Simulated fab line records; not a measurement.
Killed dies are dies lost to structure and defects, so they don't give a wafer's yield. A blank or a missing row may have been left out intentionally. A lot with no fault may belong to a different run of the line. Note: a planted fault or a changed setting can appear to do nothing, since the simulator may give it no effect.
fab line records ; flow sfq_line
[record] lots = 14; wafers = 42; last_day = 83
route steps=325 shown M2@89 A5B@209 R5@212
lots that met no fault: taken from a fault-free run of the same line
start_h: hours from the record's first day to the start of the lot's first wafer shown ; wait_h: how many hours have passed since the lot's step before this one ; " the same as in the row above ; L1.1+2: a row that stands for several wafers ; - no value, or no start given ; * or withheld: withheld ; < > ~ a bound
route shown NAME@n: a module of which the file shows steps, and the number in the route of the first ; usual: average and standard deviation across the fault-free wafers ; same: alike in all rows ; chamber/n: place in a boat ; sites: per-site readings ; _std_site: standard deviation across them ; _edge_site: the outer-site mean with the inner-site mean subtracted ; radius_mm: for every site, how far away it sits from the centre of the wafer ; mask NAME#n: copy n ; behind: tool/chamber where the wafer was last shaped ; hold: reason for holding the lot/hours on hold/outcome of the hold ; device: the n, p or np transistor that did not switch ; end of line: tests run on the same wafers once the route is complete ; a step with no rows: only its recipe ; killed: not the wafer's yield, but the dies lost to structure and defects at the first sort ; map: shows each die of a wafer: x if killed, . if not, _ if none is there
set.NAME: setting as actually run; set.NAME@STEP: the setting as run at that earlier step ; model.NAME: the simulator's own value behind a step, which no gauge read
route steps across a sampled set of lots; one table per step, one row per wafer
services: when a tool's chamber went out of use (start_h, in hours from the record's first day, below 0 if earlier), for how many hours, and the reason
[[steps]]
[step SFQ_TRILAYER_M2_DEP_SPUTTER_055]
[recipe] material = Nb; base_pressure_pa = 1.33e-06; chamber_pressure_pa = 0.1333; substrate_temp_c = 20; resputter_cathode_voltage_v = 400; target_thk_nm = 200; power_w = 2000; time_s = 133.3
[usual] resputter_cathode_voltage_v = 400/3.8; throttle_valve_pct = 29.9/1.2
lot.wafer;tool;chamber;start_h;wait_h;resputter_cathode_voltage_v;throttle_valve_pct
L468.1;pvd_sputter-03;-;370.00;0.0;401;30.5
L468.4;pvd_sputter-03;-;370.00;0.0;397;31.0
L468.6;pvd_sputter-03;-;370.00;0.0;395;30.1
L469.1;pvd_sputter-06;-;522.87;0.0;399;27.8
L469.2;pvd_sputter-06;-;522.87;0.0;406;30.7
L469.4;pvd_sputter-06;-;522.87;0.0;399;28.5
L470.1;pvd_sputter-06;-;527.09;0.0;398;30.5
L470.3;pvd_sputter-06;-;527.09;0.0;393;27.9
L470.4;pvd_sputter-06;-;527.09;0.0;401;28.8
L475.1;pvd_sputter-06;-;584.25;0.0;404;27.7
L475.3;pvd_sputter-06;-;584.25;0.0;396;30.3
L475.5;pvd_sputter-06;-;584.25;0.0;405;28.8
L478.2;pvd_sputter-03;-;616.00;0.0;401;31.1
L478.4;pvd_sputter-03;-;616.00;0.0;401;29.1
L478.6;pvd_sputter-03;-;616.00;0.0;401;30.6
L479.4;pvd_sputter-03;-;626.88;0.0;400;30.9
L479.5;pvd_sputter-03;-;626.88;0.0;410;30.9
L479.6;pvd_sputter-03;-;626.88;0.0;404;29.0
L483.1;pvd_sputter-04;-;807.12;0.0;396;31.9
L483.4;pvd_sputter-04;-;807.12;0.0;404;29.5
L483.6;pvd_sputter-04;-;807.12;0.0;393;31.6
L484.1;pvd_sputter-03;-;823.85;0.0;400;30.4
L484.3;pvd_sputter-03;-;823.85;0.0;391;31.5
L484.5;pvd_sputter-03;-;823.85;0.0;399;30.7
L485.2;pvd_sputter-04;-;828.65;0.0;407;30.6
L485.4;pvd_sputter-04;-;828.65;0.0;401;29.0
L485.6;pvd_sputter-04;-;828.65;0.0;402;29.5
L487.2;pvd_sputter-03;-;838.39;0.0;394;29.1
L487.3;pvd_sputter-03;-;838.39;0.0;403;30.5
L487.5;pvd_sputter-03;-;838.39;0.0;401;31.1
L488.1;pvd_sputter-03;-;847.97;0.0;401;30.4
L488.2;pvd_sputter-03;-;847.97;0.0;404;31.4
L488.4;pvd_sputter-03;-;847.97;0.0;401;30.9
L489.2;pvd_sputter-03;-;865.99;0.0;399;28.9
L489.3;pvd_sputter-03;-;865.99;0.0;400;31.6
L489.6;pvd_sputter-03;-;865.99;0.0;398;31.5
L490.1;pvd_sputter-03;-;875.59;0.0;391;30.5
L490.3;pvd_sputter-03;-;875.59;0.0;405;31.5
L490.5;pvd_sputter-03;-;875.59;0.0;400;30.4
L491.1;pvd_sputter-06;-;879.39;0.0;397;31.0
L491.3;pvd_sputter-06;-;879.39;0.0;406;27.8
L491.4;pvd_sputter-06;-;879.39;0.0;406;28.9
[step SFQ_M2_RS_MEAS_914]
[recipe] thk_meas_gauge = four-point-probe; reads = Nb_of_TRILAYER_M2_DEP_SPUTTER_055
[usual] M2_NB_RS = 0.891/0.01
lot.wafer;tool;chamber;start_h;wait_h;M2_NB_RS[ohm/sq]
L468.1;film_metro-03;-;370.10;0.0;0.907
L468.4;film_metro-03;-;370.10;0.0;0.904
L468.6;film_metro-03;-;370.10;0.0;0.899
L469.1;film_metro-03;-;522.96;0.0;0.893
L469.2;film_metro-03;-;522.96;0.0;0.895
L469.4;film_metro-03;-;522.96;0.0;0.902
L470.1;film_metro-02;-;527.18;0.0;0.896
L470.3;film_metro-02;-;527.18;0.0;0.896
L470.4;film_metro-02;-;527.18;0.0;0.892
L475.1;film_metro-01;-;584.34;0.0;0.896
L475.3;film_metro-01;-;584.34;0.0;0.903
L475.5;film_metro-01;-;584.34;0.0;0.891
L478.2;film_metro-01;-;616.11;0.1;1.135
L478.4;film_metro-01;-;616.11;0.1;1.118
L478.6;film_metro-01;-;616.11;0.1;0.892
L479.4;film_metro-01;-;627.03;0.1;1.142
L479.5;film_metro-01;-;627.03;0.1;0.896
L479.6;film_metro-01;-;627.03;0.1;0.877
L483.1;film_metro-02;-;807.21;0.0;0.895
L483.4;film_metro-02;-;807.21;0.0;0.898
L483.6;film_metro-02;-;807.21;0.0;0.888
L484.1;film_metro-03;-;823.94;0.0;0.906
L484.3;film_metro-03;-;823.94;0.0;0.896
L484.5;film_metro-03;-;823.94;0.0;0.898
L485.2;film_metro-02;-;828.76;0.1;0.883
L485.4;film_metro-02;-;828.76;0.1;0.887
L485.6;film_metro-02;-;828.76;0.1;0.901
L487.2;film_metro-01;-;838.50;0.1;0.894
L487.3;film_metro-01;-;838.50;0.1;0.908
L487.5;film_metro-01;-;838.50;0.1;0.912
L488.1;film_metro-03;-;848.06;0.0;0.902
L488.2;film_metro-03;-;848.06;0.0;0.889
L488.4;film_metro-03;-;848.06;0.0;0.893
L489.2;film_metro-03;-;866.10;0.1;0.878
L489.3;film_metro-03;-;866.10;0.1;0.889
L489.6;film_metro-03;-;866.10;0.1;0.887
L490.1;film_metro-01;-;875.68;0.0;0.905
L490.3;film_metro-01;-;875.68;0.0;0.890
L490.5;film_metro-01;-;875.68;0.0;0.904
L491.1;film_metro-02;-;879.48;0.0;0.898
L491.3;film_metro-02;-;879.48;0.0;0.887
L491.4;film_metro-02;-;879.48;0.0;0.901
[step SFQ_M2_OVL_MEAS_916]
[usual] M2_OVL = 2/5.1
lot.wafer;tool;chamber;start_h;wait_h;M2_OVL[nm]
L468.1;overlay-01;-;515.30;0.1;3
L468.4;overlay-01;-;515.30;0.1;5
L468.6;overlay-01;-;515.30;0.1;6
L469.1;overlay-02;-;534.50;0.1;-5
L469.2;overlay-02;-;534.50;0.1;-9
L469.4;overlay-02;-;534.50;0.1;-6
L470.1;overlay-02;-;539.30;0.1;-3
L470.3;overlay-02;-;539.30;0.1;1
L470.4;overlay-02;-;539.30;0.1;8
L475.1;overlay-01;-;731.72;0.1;2
L475.3;overlay-01;-;731.72;0.1;-1
L475.5;overlay-01;-;731.72;0.1;-3
L478.2;overlay-02;-;771.32;0.1;-4
L478.4;overlay-02;-;771.32;0.1;-3
L478.6;overlay-02;-;771.32;0.1;-1
L479.4;overlay-02;-;780.94;0.1;9
L479.5;overlay-02;-;780.94;0.1;3
L479.6;overlay-02;-;780.94;0.1;3
L483.1;overlay-01;-;809.64;0.1;4
L483.4;overlay-01;-;809.64;0.1;8
L483.6;overlay-01;-;809.64;0.1;1
L484.1;overlay-01;-;827.55;0.1;4
L484.3;overlay-01;-;827.55;0.1;-4
L484.5;overlay-01;-;827.55;0.1;7
L485.2;overlay-02;-;831.17;0.1;8
L485.4;overlay-02;-;831.17;0.1;8
L485.6;overlay-02;-;831.17;0.1;7
L487.2;overlay-02;-;843.41;0.1;-1
L487.3;overlay-02;-;843.41;0.1;-2
L487.5;overlay-02;-;843.41;0.1;-1
L488.1;overlay-02;-;852.38;0.1;3
L488.2;overlay-02;-;852.38;0.1;4
L488.4;overlay-02;-;852.38;0.1;5
L489.2;overlay-02;-;869.56;0.1;1
L489.3;overlay-02;-;869.56;0.1;3
L489.6;overlay-02;-;869.56;0.1;0
L490.1;overlay-01;-;878.11;0.1;-1
L490.3;overlay-01;-;878.11;0.1;-4
L490.5;overlay-01;-;878.11;0.1;-2
L491.1;overlay-01;-;882.96;0.1;-1
L491.3;overlay-01;-;882.96;0.1;-1
L491.4;overlay-01;-;882.96;0.1;-2
[step SFQ_TRILAYER_M2_ETCH_METAL_ETCH_060]
[recipe] target = Nb; stop_on = SiO2; mask_material = PR; chemistry = Cl2/Ar; target_depth_nm = 240; icp_w = 600; bias_w = 80; pressure_mtorr = 10; time_s = 120
[usual] drypump_motor_current_A = 5.7/0.66; he_backside_leak_sccm = 3.40/0.2; oes_product_au = 0.894/0.007
[same] time_s = 120
lot.wafer;tool;chamber;start_h;wait_h;drypump_motor_current_A;he_backside_leak_sccm;oes_product_au;rf_hours_counter_h
L468.1;rie_metal-04;0;515.40;0.0;6.2;3.18;0.881;157
L468.4;rie_metal-04;0;515.40;0.0;6.2;3.16;0.892;-
L468.6;rie_metal-04;1;515.40;0.0;5.0;3.83;0.894;-
L469.1;rie_metal-04;1;534.66;0.1;5.1;3.84;0.899;122
L469.2;rie_metal-04;1;534.66;0.1;5.1;3.83;0.889;-
L469.4;rie_metal-04;1;534.66;0.1;5.0;3.80;0.888;-
L470.1;rie_metal-03;0;539.40;0.0;6.3;3.32;0.893;45
L470.3;rie_metal-03;1;539.40;0.0;6.5;3.18;0.890;-
L470.4;rie_metal-03;0;539.40;0.0;6.3;3.17;0.891;-
L475.1;rie_metal-03;0;731.81;0.0;6.3;3.10;0.897;72
L475.3;rie_metal-03;1;731.81;0.0;6.5;3.35;0.894;-
L475.5;rie_metal-03;0;731.81;0.0;6.3;3.03;0.893;-
L478.2;rie_metal-04;0;771.52;0.1;6.3;3.27;0.778;-
L478.4;rie_metal-04;0;771.52;0.1;6.2;3.18;0.794;-
L478.6;rie_metal-04;0;771.52;0.1;6.2;3.28;0.895;-
L479.4;rie_metal-03;0;781.06;0.1;6.3;3.26;0.781;-
L479.5;rie_metal-03;0;781.06;0.1;6.3;3.38;0.884;-
L479.6;rie_metal-03;1;781.06;0.1;6.5;3.17;0.899;-
L483.1;rie_metal-03;0;809.74;0.0;6.3;3.39;0.897;88
L483.4;rie_metal-03;1;809.74;0.0;6.4;3.40;0.891;-
L483.6;rie_metal-03;0;809.74;0.0;6.3;3.32;0.894;-
L484.1;rie_metal-04;1;827.65;0.0;5.0;3.66;0.881;8
L484.3;rie_metal-04;1;827.65;0.0;5.0;3.63;0.894;-
L484.5;rie_metal-04;0;827.65;0.0;6.2;3.27;0.894;-
L485.2;rie_metal-02;1;831.26;0.0;6.0;3.58;0.901;33
L485.4;rie_metal-02;1;831.26;0.0;6.0;3.40;0.906;-
L485.6;rie_metal-02;1;831.26;0.0;6.0;3.39;0.885;-
L487.2;rie_metal-02;1;843.50;0.0;6.0;3.35;0.892;36
L487.3;rie_metal-02;1;843.50;0.0;6.0;3.36;0.883;-
L487.5;rie_metal-02;1;843.50;0.0;6.0;3.40;0.891;-
L488.1;rie_metal-03;0;852.47;0.0;6.3;3.16;0.884;95
L488.2;rie_metal-03;1;852.47;0.0;6.4;3.22;0.894;86
L488.4;rie_metal-03;1;852.47;0.0;6.4;3.24;0.886;-
L489.2;rie_metal-04;1;869.65;0.0;5.1;3.48;0.899;16
L489.3;rie_metal-04;1;869.65;0.0;5.0;3.50;0.896;-
L489.6;rie_metal-04;1;869.65;0.0;5.1;3.48;0.897;-
L490.1;rie_metal-02;1;878.20;0.0;6.0;3.46;0.889;41
L490.3;rie_metal-02;1;878.20;0.0;6.0;3.36;0.893;-
L490.5;rie_metal-02;0;878.20;0.0;4.9;3.53;0.885;-
L491.1;rie_metal-04;1;883.05;0.0;5.0;3.59;0.892;18
L491.3;rie_metal-04;1;883.05;0.0;5.0;3.68;0.903;-
L491.4;rie_metal-04;0;883.05;0.0;6.2;3.32;0.893;-
[step SFQ_TRILAYER_A5B_DEP_PECVD_129]
[recipe] material = SiO2; temp_c = 150; time_s = 133.33; pressure_torr = 2.4; rf_w = 183.3; precursor = SiH4/N2O; target_thk_nm = 600
[usual] chamber_pressure_Torr = 2.401/0.0055; heater_power_w = 80/9.1; throttle_valve_pct = 25.4/1.4
[same] time_s = 133.33
lot.wafer;tool;chamber;start_h;wait_h;chamber_pressure_Torr;heater_power_w;throttle_valve_pct
L468.1;pecvd-02;1;1170.66;0.0;2.397;87;25.4
L468.4;pecvd-02;0;1170.66;0.0;2.393;87;24.2
L468.6;pecvd-02;2;1170.66;0.0;2.412;84;24.9
L469.1;pecvd-03;2;1171.99;0.0;2.401;71;29.0
L469.2;pecvd-03;1;1171.99;0.0;2.398;90;26.0
L469.4;pecvd-03;1;1171.99;0.0;2.388;88;26.0
L470.1;pecvd-02;2;1179.84;0.0;2.408;81;24.9
L470.3;pecvd-02;0;1179.84;0.0;2.404;73;24.1
L470.4;pecvd-02;0;1179.84;0.0;2.392;83;23.8
L475.1;pecvd-01;2;1323.06;0.0;2.392;81;25.4
L475.3;pecvd-01;0;1323.06;0.0;2.393;87;25.8
L475.5;pecvd-01;0;1323.06;0.0;2.400;92;26.0
L478.2;pecvd-01;0;1388.58;0.0;2.393;91;25.7
L478.4;pecvd-01;0;1388.58;0.0;2.398;91;25.9
L478.6;pecvd-01;1;1388.58;0.0;2.401;95;26.4
L479.4;pecvd-02;2;1389.84;0.0;2.398;78;25.6
L479.5;pecvd-02;0;1389.84;0.0;2.408;85;24.7
L479.6;pecvd-02;1;1389.84;0.0;2.394;89;26.0
L483.1;pecvd-02;1;1529.95;0.0;2.401;78;26.2
L483.4;pecvd-02;2;1529.95;0.0;2.404;78;26.4
L483.6;pecvd-02;0;1529.95;0.0;2.391;91;25.0
L484.1;pecvd-01;1;1533.20;0.0;2.404;91;26.6
L484.3;pecvd-01;2;1533.20;0.0;2.411;80;25.6
L484.5;pecvd-01;2;1533.20;0.0;2.403;67;25.5
L485.2;pecvd-02;2;1534.75;0.0;2.403;80;26.3
L485.4;pecvd-02;0;1534.75;0.0;2.394;82;24.9
L485.6;pecvd-02;1;1534.75;0.0;2.401;88;26.4
L487.2;pecvd-02;1;1537.15;0.0;2.401;88;26.1
L487.3;pecvd-02;2;1537.15;0.0;2.405;83;26.2
L487.5;pecvd-02;0;1537.15;0.0;2.396;82;25.1
L488.1;pecvd-01;0;1546.49;0.0;2.401;82;25.5
L488.2;pecvd-01;1;1546.49;0.0;2.401;93;26.6
L488.4;pecvd-01;1;1546.49;0.0;2.404;79;26.7
L489.2;pecvd-02;0;1552.88;0.0;2.401;79;25.0
L489.3;pecvd-02;2;1552.88;0.0;2.403;88;26.4
L489.6;pecvd-02;0;1552.88;0.0;2.398;84;25.3
L490.1;pecvd-02;0;1563.26;0.0;2.403;80;25.1
L490.3;pecvd-02;2;1563.26;0.0;2.409;76;26.4
L490.5;pecvd-02;2;1563.26;0.0;2.402;81;26.1
L491.1;pecvd-01;2;1568.09;0.0;2.404;67;25.6
L491.3;pecvd-01;1;1568.09;0.0;2.396;91;26.7
L491.4;pecvd-01;2;1568.09;0.0;2.402;71;25.5
[step SFQ_TRILAYER_R5_DEP_SPUTTER_132]
[recipe] material = Ti; base_pressure_pa = 1.33e-06; target_thk_nm = 5; power_w = 2000; time_s = 5; chamber_pressure_pa = 0.4
[usual] throttle_valve_pct = 29.7/1.2
[same] time_s = 5
lot.wafer;tool;chamber;start_h;wait_h;throttle_valve_pct
L468.1;pvd_sputter-04;-;1183.17;1.0;29.0
L468.4;pvd_sputter-04;-;1183.17;1.0;31.8
L468.6;pvd_sputter-04;-;1183.17;1.0;30.5
L469.1;pvd_sputter-04;-;1186.17;1.0;28.7
L469.2;pvd_sputter-04;-;1186.17;1.0;31.4
L469.4;pvd_sputter-04;-;1186.17;1.0;30.8
L470.1;pvd_sputter-06;-;1189.17;1.0;27.9
L470.3;pvd_sputter-06;-;1189.17;1.0;30.8
L470.4;pvd_sputter-06;-;1189.17;1.0;28.1
L475.1;pvd_sputter-06;-;1327.35;1.0;30.8
L475.3;pvd_sputter-06;-;1327.35;1.0;28.3
L475.5;pvd_sputter-06;-;1327.35;1.0;30.6
L478.2;pvd_sputter-04;-;1392.87;0.8;28.9
L478.4;pvd_sputter-04;-;1392.87;0.8;29.7
L478.6;pvd_sputter-04;-;1392.87;0.8;29.1
L479.4;pvd_sputter-06;-;1394.67;0.4;27.8
L479.5;pvd_sputter-06;-;1394.67;0.4;28.1
L479.6;pvd_sputter-06;-;1394.67;0.4;30.9
L483.1;pvd_sputter-06;-;1539.09;1.0;28.9
L483.4;pvd_sputter-06;-;1539.09;1.0;27.9
L483.6;pvd_sputter-06;-;1539.09;1.0;28.7
L484.1;pvd_sputter-06;-;1545.09;1.0;28.5
L484.3;pvd_sputter-06;-;1545.09;1.0;30.8
L484.5;pvd_sputter-06;-;1545.09;1.0;28.8
L485.2;pvd_sputter-04;-;1548.09;0.8;29.7
L485.4;pvd_sputter-04;-;1548.09;0.8;29.1
L485.6;pvd_sputter-04;-;1548.09;0.8;30.6
L487.2;pvd_sputter-03;-;1554.09;0.8;30.6
L487.3;pvd_sputter-03;-;1554.09;0.8;31.4
L487.5;pvd_sputter-03;-;1554.09;0.8;31.3
L488.1;pvd_sputter-03;-;1569.32;1.0;29.0
L488.2;pvd_sputter-03;-;1569.32;1.0;31.3
L488.4;pvd_sputter-03;-;1569.32;1.0;30.9
L489.2;pvd_sputter-03;-;1575.32;0.8;31.6
L489.3;pvd_sputter-03;-;1575.32;0.8;30.4
L489.6;pvd_sputter-03;-;1575.32;0.8;30.6
L490.1;pvd_sputter-03;-;1584.09;1.0;31.0
L490.3;pvd_sputter-03;-;1584.09;1.0;31.7
L490.5;pvd_sputter-03;-;1584.09;1.0;31.3
L491.1;pvd_sputter-04;-;1587.32;1.0;30.6
L491.3;pvd_sputter-04;-;1587.32;1.0;28.9
L491.4;pvd_sputter-04;-;1587.32;1.0;31.6
[[services]]
tool;chamber;start_h;hours;kind
pecvd-02;-;374.62;1.0;repair
pecvd-02;-;443.95;0.8;repair
pvd_sputter-06;-;449.31;0.7;repair
pvd_sputter-03;-;470.48;2.8;repair
pvd_sputter-03;-;499.71;9.3;repair
pecvd-02;-;563.75;14.0;pm
pecvd-02;-;594.51;2.8;pm
pecvd-02;0;731.11;4.7;repair
pecvd-02;-;831.32;0.7;repair
pvd_sputter-03;-;843.94;2.4;repair
pvd_sputter-06;-;856.53;0.8;repair
pecvd-02;1;861.32;4.2;repair
pvd_sputter-03;-;894.96;2.1;repair
pvd_sputter-03;-;903.39;2.5;repair
pecvd-02;-;946.25;3.4;repair
pecvd-02;-;975.17;4.3;pm
pecvd-02;0;1063.20;4.9;repair
pvd_sputter-06;-;1152.32;2.0;repair
pvd_sputter-06;-;1162.78;0.8;repair
pvd_sputter-03;-;1323.92;2.0;repair
pvd_sputter-03;-;1347.33;5.1;repair
pvd_sputter-03;-;1379.62;3.0;repair
pvd_sputter-06;-;1479.86;1.9;repair
pvd_sputter-06;-;1522.06;1.5;repair
[[key]]
[first_sign] step = SFQ_M2_RS_MEAS_914; reading = M2_NB_RS; direction = up; sigmas = 24; usual = 0.891; struck = 1.132
[effect] step = SFQ_TRILAYER_M2_ETCH_METAL_ETCH_060; reading = oes_product_au; direction = down; sigmas = 16; usual = 0.894; struck = 0.784
met_at SFQ_TRILAYER_M2_DEP_SPUTTER_055
struck_lots L478,L479
struck_wafers L478.2,L478.4,L479.4
not_acting_at SFQ_M2_OVL_MEAS_916,SFQ_TRILAYER_A5B_DEP_PECVD_129,SFQ_TRILAYER_R5_DEP_SPUTTER_132
onset_between 370.00 616.00
[fault] kind = process_parameter_drift; tool = pvd_sputter-03; chamber = -; onset_h = 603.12; steps = SFQ_TRILAYER_M2_DEP_SPUTTER_055; channel = target_thk_nm; offset = -43.952; shape = step; end_h = 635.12; scope = struck_wafers_only; acts_in = these_recipes_only; stated = 200
